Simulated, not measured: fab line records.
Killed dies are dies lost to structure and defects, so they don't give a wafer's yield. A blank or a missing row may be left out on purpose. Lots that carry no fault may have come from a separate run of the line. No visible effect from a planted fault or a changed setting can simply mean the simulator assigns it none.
Matching of chambers    flow gf180mcu    cmp-02 running GF_V4_CMP_26: 4 sister chambers
The step polishes, stops on SiO2, t overpolish 15 s, target thk 0 nm. 8 wafers are shown with their chamber, then 8 later ones without.

WAFERS, EACH WITH ITS CHAMBER
wafer   chamber  motorCurrentA (A)  overpolishRunS (s)
L261.2  0        13.3               14.999
L262.1  0        11.5               15.006
L268.5  3        11.4               14.993
L268.6  2        12.9               15.006
L271.4  1        13.1               14.993
L271.5  2        12.8               15.007
L271.6  1        13.6               14.995
L276.2  3        10.8               15.010

WAFERS WHOSE CHAMBER IS MISSING
wafer   motorCurrentA (A)  overpolishRunS (s)
L276.4  12.7               15.005
L276.6  13.6               15.007
L278.4  12.8               14.976
L278.5  13.1               14.998
L278.6  13.6               14.983
L279.3  12.0               15.009
L279.4  13.7               15.004
L279.6  13.6               14.984

THE CHAMBER EACH PASSED THROUGH
wafer   from the rows above                in truth
L276.4  can't be placed: 2 or 0 or 1       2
L276.6  can't be placed: 2 or 0 or 1       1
L278.4  can't be placed: 1 or 0 or 3 or 2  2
L278.5  can't be placed: 1 or 0 or 2       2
L278.6  can't be placed: 1 or 0            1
L279.3  can't be placed: 0 or 2 or 3 or 1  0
L279.4  can't be placed: 2 or 1 or 0       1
L279.6  can't be placed: 1 or 0            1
Correct placement for 0 of the 8. Cannot be placed on the basis of these rows: 8; the candidates contain the true chamber in 8. Wrongly placed: 0.
How it was worked out, from the rows above alone: a wafer's distance from a chamber is the root of the sum, over the readings, of the square of ((its reading less the chamber's mean) divided by the reading's scatter). The wafer belongs to the nearest chamber; if the next one is less than 2 further off, it can't be placed. A chamber's mean is the mean of its shown wafers. How the scatter is found: for the shown wafers, subtract from each reading the mean of its chamber, square and add these, divide the total by (wafers less chambers), then take the root.
